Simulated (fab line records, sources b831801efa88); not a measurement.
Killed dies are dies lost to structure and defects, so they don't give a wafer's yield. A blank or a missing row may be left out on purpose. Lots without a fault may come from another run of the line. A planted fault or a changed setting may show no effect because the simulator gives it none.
fab line records | flow sky130
record lots=12 wafers=36 last_day=50
route steps=708 shown POLY_GATE@232 LDD_P@262 LDD_HVN@275 PAD_OPEN@708
lots that met no fault: from a run of the same line without faults
start_h: hours from the record's first day to the start of the lot's first wafer shown | wait_h: hours since the lot's step before | " the same as in the row above | L1.1+2: a row that stands for several wafers | - no value, or no start given | * or withheld: withheld | < > ~ a bound
route shown NAME@n: a module of which the file shows steps, and the number in the route of the first | usual: mean/standard deviation of fault-free wafers | same: alike in all rows | chamber/n: place in a boat | sites: the reading at each site | _std_site: their standard deviation | _edge_site: outer sites' mean less inner sites' | radius_mm: how far each site lies from the wafer's centre | mask NAME#n: copy n | behind: the tool/chamber that last shaped the wafer | hold: why the lot was held/for how many hours/how that ended | device: the transistor (n, p or np) that didn't switch | end of line: the same wafers' tests at the end of the route | a step without rows: its recipe alone | killed: dies lost to structure and defects at the first sort, not the wafer's yield | map: a wafer's dies, x killed, . not, _ none there
set.NAME: the setting as run; set.NAME@STEP: as run at that earlier step | model.NAME: the simulator's own value behind a step, which no gauge read
steps of the route over a sample of lots; a table a step, a row a wafer
services: from which hour (start_h, from the record's first day; less than 0 if before it) a tool's chamber was out of use, for how many hours, and why
## steps
# step SKY_POLY_GATE_STRIP_18
# recipe chemistry=O2/N2 power_w=1400 pressure_mtorr=1500 platen_temp_c=withheld o2_flow_sccm=3000 n2_flow_sccm=300 overash_fraction=0.5
# usual drypump_motor_current_A=5.8/0.46 oes_product_au=0.361/0.0045 strip_time_to_endpoint_s=3.18/0.035
# columns lot.wafer tool chamber start_h wait_h drypump_motor_current_A oes_product_au rf_hours_counter_h strip_time_to_endpoint_s
L811.2 plasma_asher-02 0 360.01 0.0 5.9 0.361 21 3.15
L811.3 " 1 " " 5.3 0.364 - 3.10
L811.5 " 0 " " 5.9 0.363 - 3.17
L815.1 plasma_asher-02 1 399.70 0.0 5.3 0.365 23 3.18
L815.2 " 0 " " 5.9 0.362 23 3.20
L815.5 " 0 " " 5.9 0.361 - 3.15
L817.1 plasma_asher-03 0 427.95 0.0 6.5 0.358 66 3.14
L817.4 " 1 " " 5.6 0.361 - 3.20
L817.6 " 1 " " 5.6 0.349 - 3.19
L818.2 plasma_asher-02 1 436.37 0.0 5.3 0.361 27 3.21
L818.4 " 0 " " 5.9 0.359 - 3.11
L818.5 " 1 " " 5.3 0.362 - 3.16
L821.1 plasma_asher-02 1 463.55 0.0 5.4 0.362 30 3.18
L821.3 " 0 " " 5.9 0.364 - 3.15
L821.4 " 1 " " 5.4 0.365 - 3.17
L822.3 plasma_asher-01 1 479.98 0.1 6.3 0.361 - 3.13
L822.5 " 1 " " 6.3 0.366 - 3.16
L822.6 " 0 " " 5.3 0.362 - 3.17
L825.1 plasma_asher-02 0 499.11 0.0 5.9 0.363 34 3.14
L825.4 " 0 " " 5.9 0.362 - 3.14
L825.6 " 0 " " 5.9 0.359 - 3.16
L827.1 plasma_asher-01 1 517.16 0.0 6.3 0.365 9 3.17
L827.4 " 1 " " 6.3 0.362 - 3.20
L827.6 " 1 " " 6.3 0.362 - 3.19
L832.1 plasma_asher-03 1 550.88 0.0 5.6 0.358 78 3.13
L832.4 " 1 " " 5.6 0.360 - 3.16
L832.6 " 1 " " 5.6 0.356 - 3.18
L831.1 plasma_asher-01 1 559.30 0.0 6.3 0.353 13 3.24
L831.3 " 1 " " 6.3 0.361 - 3.23
L831.5 " 0 " " 5.3 0.355 - 3.17
L833.2 plasma_asher-03 1 568.96 0.0 5.6 0.365 80 3.19
L833.5 " 0 " " 6.5 0.359 - 3.17
L833.6 " 1 " " 5.6 0.359 - 3.20
L834.2 plasma_asher-02 0 572.38 0.0 5.9 0.364 41 3.09
L834.3 " 0 " " 5.9 0.357 - 3.20
L834.4 " 1 " " 5.3 0.359 - 3.19
# step SKY_POLY_GATE_CD_MEAS_22
# usual cd_nm=149.2/2.2
# columns lot.wafer tool chamber start_h wait_h cd_nm
L811.2 cd_sem-01 - 363.79 0.1 148.7
L811.3 " - " " 151.1
L811.5 " - " " 148.1
L815.1 cd_sem-01 - 402.22 0.1 149.1
L815.2 " - " " 151.2
L815.5 " - " " 148.8
L817.1 cd_sem-02 - 429.69 0.1 151.4
L817.4 " - " " 151.8
L817.6 " - " " 150.5
L818.2 cd_sem-01 - 437.85 0.1 151.6
L818.4 " - " " 149.9
L818.5 " - " " 147.9
L821.1 cd_sem-01 - 465.01 0.1 148.2
L821.3 " - " " 146.8
L821.4 " - " " 147.9
L822.3 cd_sem-02 - 481.46 0.1 149.5
L822.5 " - " " 148.4
L822.6 " - " " 149.5
L825.1 cd_sem-02 - 500.57 0.1 149.5
L825.4 " - " " 148.0
L825.6 " - " " 146.9
L827.1 cd_sem-01 - 518.62 0.1 150.2
L827.4 " - " " 149.9
L827.6 " - " " 148.9
L832.1 cd_sem-01 - 552.34 0.1 149.9
L832.4 " - " " 149.3
L832.6 " - " " 151.5
L831.1 cd_sem-02 - 560.93 0.1 149.2
L831.3 " - " " 151.1
L831.5 " - " " 148.1
L833.2 cd_sem-01 - 570.45 0.1 148.0
L833.5 " - " " 145.8
L833.6 " - " " 147.7
L834.2 cd_sem-01 - 574.44 0.1 150.2
L834.3 " - " " 151.6
L834.4 " - " " 152.8
# step SKY_LDD_P_CD_MEAS_07
# recipe target_cd_nm=380
# usual cd_nm=379.7/2.3
# columns lot.wafer tool chamber start_h wait_h cd_nm
L811.2 cd_sem-01 - 422.75 0.1 381.8
L811.3 " - " " 382.5
L811.5 " - " " 381.8
L815.1 cd_sem-01 - 463.23 0.1 379.9
L815.2 " - " " 378.1
L815.5 " - " " 379.5
L817.1 cd_sem-01 - 492.25 0.1 379.6
L817.4 " - " " 378.1
L817.6 " - " " 376.2
L818.2 cd_sem-01 - 501.09 0.1 381.6
L818.4 " - " " 381.6
L818.5 " - " " 381.2
L821.1 cd_sem-02 - 526.15 0.1 378.9
L821.3 " - " " 376.9
L821.4 " - " " 380.7
L822.3 cd_sem-02 - 543.71 0.1 380.0
L822.5 " - " " 381.9
L822.6 " - " " 379.4
L825.1 cd_sem-01 - 561.77 0.1 379.5
L825.4 " - " " 378.7
L825.6 " - " " 378.3
L827.1 cd_sem-02 - 579.77 0.1 378.8
L827.4 " - " " 377.4
L827.6 " - " " 377.2
L832.1 cd_sem-01 - 612.05 0.1 380.2
L832.4 " - " " 380.4
L832.6 " - " " 377.8
L831.1 cd_sem-02 - 620.80 0.1 378.1
L831.3 " - " " 378.9
L831.5 " - " " 380.9
L833.2 cd_sem-01 - 629.84 0.1 379.5
L833.5 " - " " 382.5
L833.6 " - " " 379.0
L834.2 cd_sem-02 - 632.59 0.1 380.6
L834.3 " - " " 379.7
L834.4 " - " " 382.0
# step SKY_LDD_HVN_IMPLANT_08
# recipe species=P energy_kev=60 dose_cm2=3e+13 tilt_deg=40
# usual faraday_current_uA=169/3.6
# same implant_ion_amu=31
# columns lot.wafer tool chamber start_h wait_h faraday_current_uA
L811.2 implanter-02 0 453.74 0.0 171
L811.3 " 0 " " 170
L811.5 " 0 " " 167
L815.1 implanter-02 0 494.26 0.0 167
L815.2 " 0 " " 169
L815.5 " 0 " " 166
L817.1 implanter-02 0 522.71 0.0 166
L817.4 " 0 " " 163
L817.6 " 0 " " 169
L818.2 implanter-02 0 531.14 0.0 168
L818.4 " 0 " " 172
L818.5 " 0 " " 166
L818.2 implanter-02 0 531.45 0.3 169
L818.4 " 0 " " 165
L818.5 " 0 " " 168
L821.1 implanter-01 0 556.86 0.0 172
L821.3 " 0 " " 167
L821.4 " 0 " " 168
L821.1 implanter-01 0 557.18 0.3 171
L821.3 " 0 " " 164
L821.4 " 0 " " 172
L822.3 implanter-02 0 573.71 0.1 171
L822.5 " 0 " " 161
L822.6 " 0 " " 170
L822.3 implanter-02 0 574.02 0.3 174
L822.5 " 0 " " 169
L822.6 " 0 " " 172
L825.1 implanter-04 0 592.08 0.1 170
L825.4 " 0 " " 171
L825.6 " 0 " " 172
L827.1 implanter-01 0 609.26 0.0 169
L827.4 " 0 " " 167
L827.6 " 0 " " 170
L832.1 implanter-01 0 640.81 0.0 166
L832.4 " 0 " " 170
L832.6 " 0 " " 171
L831.1 implanter-04 0 649.17 0.0 175
L831.3 " 0 " " 169
L831.5 " 0 " " 165
L833.2 implanter-01 0 658.43 0.0 165
L833.5 " 0 " " 176
L833.6 " 0 " " 166
L834.2 implanter-02 0 661.30 0.0 176
L834.3 " 0 " " 162
L834.4 " 0 " " 166
# step SKY_LDD_HVN_TW_MEAS_10
# usual LDD_HVN_TW=1429/19
# columns lot.wafer tool chamber start_h wait_h LDD_HVN_TW
L811.2 film_metro-02 - 453.97 0.1 1410
L811.3 " - " " 1404
L811.5 " - " " 1404
L815.1 film_metro-01 - 494.51 0.1 1425
L815.2 " - " " 1431
L815.5 " - " " 1423
L817.1 film_metro-02 - 522.96 0.1 1405
L817.4 " - " " 1408
L817.6 " - " " 1413
L818.2 film_metro-03 - 531.69 0.1 1812
L818.4 " - " " 1828
L818.5 " - " " 1814
L821.1 film_metro-03 - 557.43 0.1 1817
L821.3 " - " " 1811
L821.4 " - " " 1812
L822.3 film_metro-03 - 574.29 0.1 1817
L822.5 " - " " 1821
L822.6 " - " " 1813
L825.1 film_metro-03 - 592.33 0.1 1453
L825.4 " - " " 1462
L825.6 " - " " 1457
L827.1 film_metro-03 - 609.51 0.1 1450
L827.4 " - " " 1454
L827.6 " - " " 1463
L832.1 film_metro-02 - 641.06 0.1 1405
L832.4 " - " " 1412
L832.6 " - " " 1418
L831.1 film_metro-01 - 649.42 0.1 1423
L831.3 " - " " 1421
L831.5 " - " " 1422
L833.2 film_metro-01 - 658.67 0.1 1431
L833.5 " - " " 1424
L833.6 " - " " 1430
L834.2 film_metro-02 - 661.53 0.1 1416
L834.3 " - " " 1423
L834.4 " - " " 1418
# step SKY_PAD_OPEN_PROBE_99
# usual killed_at_M0_to_M3=44/7.3 killed_at_M4_up=3.5/1.8 killed_at_contacts=24/5.8 killed_at_front_end=16/4.3 killed_at_other=0.5/0.68 killed_dies=88/9.4 killed_open=48/6.8 killed_short=40/6.1
# same gross_dies=492 killed_at_back_side=0
# columns lot.wafer tool chamber start_h wait_h killed_at_M0_to_M3 killed_at_M4_up killed_at_contacts killed_at_front_end killed_at_other killed_dies killed_open killed_short
L815.1 prober-02 - 1096.83 0.1 46 4 24 14 0 88 49 38
L815.2 prober-02 - 1096.88 0.1 45 2 24 16 1 88 44 44
L815.5 prober-02 - 1097.03 0.2 33 2 32 13 1 81 45 34
L817.1 prober-02 - 1114.34 0.1 42 4 28 12 0 86 46 39
L817.4 prober-02 - 1114.49 0.2 48 1 26 13 1 89 48 41
L817.6 prober-02 - 1114.59 0.2 49 0 19 12 0 80 36 44
L821.1 prober-02 - 1142.25 0.1 53 7 35 13 0 108 53 54
L821.3 prober-02 - 1142.35 0.2 39 6 21 6 2 74 33 41
L821.4 prober-02 - 1142.40 0.2 41 4 22 13 0 80 42 38
L822.3 prober-01 - 1146.56 0.2 50 8 16 18 0 92 56 35
L822.5 prober-01 - 1146.66 0.2 48 2 16 15 1 82 45 35
L822.6 prober-01 - 1146.71 0.2 57 2 18 17 2 96 50 44
L827.1 prober-02 - 1170.25 0.1 52 4 20 19 3 98 51 44
L827.4 prober-02 - 1170.40 0.2 38 4 24 17 0 83 43 40
L827.6 prober-02 - 1170.50 0.2 46 2 20 9 0 77 44 33
# killed by level:class
L815.1 CONTACT:geometric_particle:open=9 VIA3:geometric_particle:open=9 METAL1:geometric_particle:short=8 VIA1:geometric_particle:open=8 LI_CONTACT:geometric_particle:open=7 VIA2:geometric_particle:open=7 FIELD_ISO:geometric_particle:open=5 POLY_GATE:geometric_particle:short=4
L815.2 VIA1:geometric_particle:open=8 CONTACT:geometric_particle:short=7 METAL2:geometric_particle:short=7 CONTACT:geometric_particle:open=6 LI_CONTACT:geometric_particle:open=6 FIELD_ISO:geometric_particle:open=5 FIELD_ISO:geometric_particle:short=5 VIA2:geometric_particle:open=5
L815.5 CONTACT:geometric_particle:open=13 VIA1:geometric_particle:open=6 VIA3:geometric_particle:open=6 LI_CONTACT:geometric_particle:short=5 LI_CONTACT:geometric_particle:open=5 METAL2:geometric_particle:short=5 FIELD_ISO:geometric_particle:open=4 LOCAL_INTERCONNECT:geometric_particle:short=4
L817.1 LI_CONTACT:geometric_particle:open=10 VIA2:geometric_particle:open=8 CONTACT:geometric_particle:open=7 VIA3:geometric_particle:open=6 LOCAL_INTERCONNECT:geometric_particle:short=5 VIA1:geometric_particle:open=5 VIA2:geometric_particle:short=5 POLY_GATE:geometric_particle:open=4
L817.4 VIA1:geometric_particle:open=11 VIA2:geometric_particle:open=10 CONTACT:geometric_particle:open=9 METAL2:geometric_particle:short=7 LI_CONTACT:geometric_particle:open=6 CONTACT:geometric_particle:short=5 POLY_GATE:geometric_particle:short=4 METAL1:geometric_particle:short=4
L817.6 METAL1:geometric_particle:short=9 VIA1:geometric_particle:open=8 LI_CONTACT:geometric_particle:open=7 VIA1:geometric_particle:short=6 VIA3:geometric_particle:open=6 POLY_GATE:geometric_particle:short=5 METAL2:geometric_particle:short=5 CONTACT:geometric_particle:open=4
L821.1 CONTACT:geometric_particle:open=13 VIA1:geometric_particle:open=12 METAL1:geometric_particle:short=10 LOCAL_INTERCONNECT:geometric_particle:short=8 FIELD_ISO:geometric_particle:short=5 LI_CONTACT:geometric_particle:open=5 CONTACT:geometric_particle:short=5 METAL1:geometric_particle:open=5
L821.3 CONTACT:geometric_particle:open=8 VIA1:geometric_particle:open=6 VIA2:geometric_particle:open=6 CONTACT:geometric_particle:short=5 METAL2:geometric_particle:short=5 VIA3:geometric_particle:open=4 VIA3:geometric_particle:short=4 METAL1:geometric_particle:short=4
L821.4 VIA1:geometric_particle:open=8 CONTACT:geometric_particle:open=7 VIA2:geometric_particle:open=7 LOCAL_INTERCONNECT:geometric_particle:short=6 METAL2:geometric_particle:short=6 LI_CONTACT:geometric_particle:open=5 POLY_GATE:geometric_particle:short=4 VIA1:geometric_particle:short=4
L822.3 VIA2:geometric_particle:open=10 VIA1:geometric_particle:open=9 CONTACT:geometric_particle:open=8 VIA3:geometric_particle:open=7 VIA1:geometric_particle:short=6 FIELD_ISO:geometric_particle:open=5 POLY_GATE:geometric_particle:short=4 METAL4:geometric_particle:short=4
L822.5 METAL1:geometric_particle:short=14 VIA3:geometric_particle:open=8 VIA2:geometric_particle:open=7 CONTACT:geometric_particle:open=6 FIELD_ISO:geometric_particle:open=5 VIA1:geometric_particle:short=5 CONTACT:geometric_particle:short=4 METAL1:geometric_particle:open=4
L822.6 VIA1:geometric_particle:open=15 METAL1:geometric_particle:short=8 CONTACT:geometric_particle:open=7 VIA2:geometric_particle:open=7 VIA1:geometric_particle:short=6 LI_CONTACT:geometric_particle:open=6 METAL2:geometric_particle:short=6 VIA3:geometric_particle:short=6
L827.1 VIA2:geometric_particle:open=12 CONTACT:geometric_particle:open=10 METAL1:geometric_particle:short=7 VIA1:geometric_particle:open=7 POLY_GATE:geometric_particle:open=6 VIA1:geometric_particle:short=6 METAL2:geometric_particle:short=6 FIELD_ISO:geometric_particle:short=5
L827.4 CONTACT:geometric_particle:open=9 VIA2:geometric_particle:open=8 VIA1:geometric_particle:open=7 FIELD_ISO:geometric_particle:short=5 VIA3:geometric_particle:short=5 LOCAL_INTERCONNECT:geometric_particle:short=5 CONTACT:geometric_particle:short=5 METAL1:geometric_particle:short=5
L827.6 VIA1:geometric_particle:open=10 CONTACT:geometric_particle:open=8 VIA2:geometric_particle:open=7 FIELD_ISO:geometric_particle:open=5 METAL2:geometric_particle:short=5 VIA3:geometric_particle:short=5 VIA3:geometric_particle:open=5 METAL1:geometric_particle:short=4
## services
# columns tool chamber start_h hours kind
plasma_asher-01 - 349.52 7.0 repair
plasma_asher-02 - 373.87 12.6 repair
implanter-02 - 399.32 4.1 pm
implanter-01 - 404.28 1.6 repair
plasma_asher-01 - 421.25 9.0 pm
plasma_asher-01 0 421.25 9.0 vent_cycle
implanter-01 - 439.28 5.4 repair
implanter-02 - 446.11 1.1 repair
implanter-01 - 450.88 10.0 repair
plasma_asher-03 - 471.37 7.7 repair
implanter-02 - 473.37 4.7 repair
implanter-04 - 478.10 4.3 repair
implanter-02 - 478.30 2.0 repair
plasma_asher-01 - 500.83 1.7 repair
implanter-02 - 550.75 3.8 pm
implanter-02 - 556.28 1.0 repair
implanter-02 - 580.55 14.0 repair
implanter-02 - 593.33 1.8 repair
implanter-04 - 598.94 2.7 repair
plasma_asher-03 - 601.60 2.7 repair
implanter-01 - 616.46 0.5 repair
implanter-01 - 617.34 3.5 pm
implanter-02 - 625.91 4.8 repair
plasma_asher-03 - 641.69 2.8 pm
## key
first_sign step=SKY_LDD_HVN_IMPLANT_08 reading=visit direction=added
effect step=SKY_LDD_HVN_TW_MEAS_10 reading=LDD_HVN_TW direction=up sigmas=20 usual=1429 struck=1816
met_at SKY_LDD_HVN_IMPLANT_08
struck_lots L818,L821,L822
tester_left_out L818,L821,L822
not_acting_at SKY_POLY_GATE_STRIP_18,SKY_POLY_GATE_CD_MEAS_22,SKY_LDD_P_CD_MEAS_07
fault kind=repeated_step_whole tool=implanter-01,implanter-02,implanter-04 chamber=- onset_h=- steps=SKY_LDD_HVN_IMPLANT_08 times=1 scope=struck_lots_only
# tester_left_out: of these lots the tester's yield and bins aren't shown, on N5 and GAA mostly nor the transistor test; their killed dies are dies lost to structure and defects alone, not to doping, threshold or leakage, so they don't give the yield
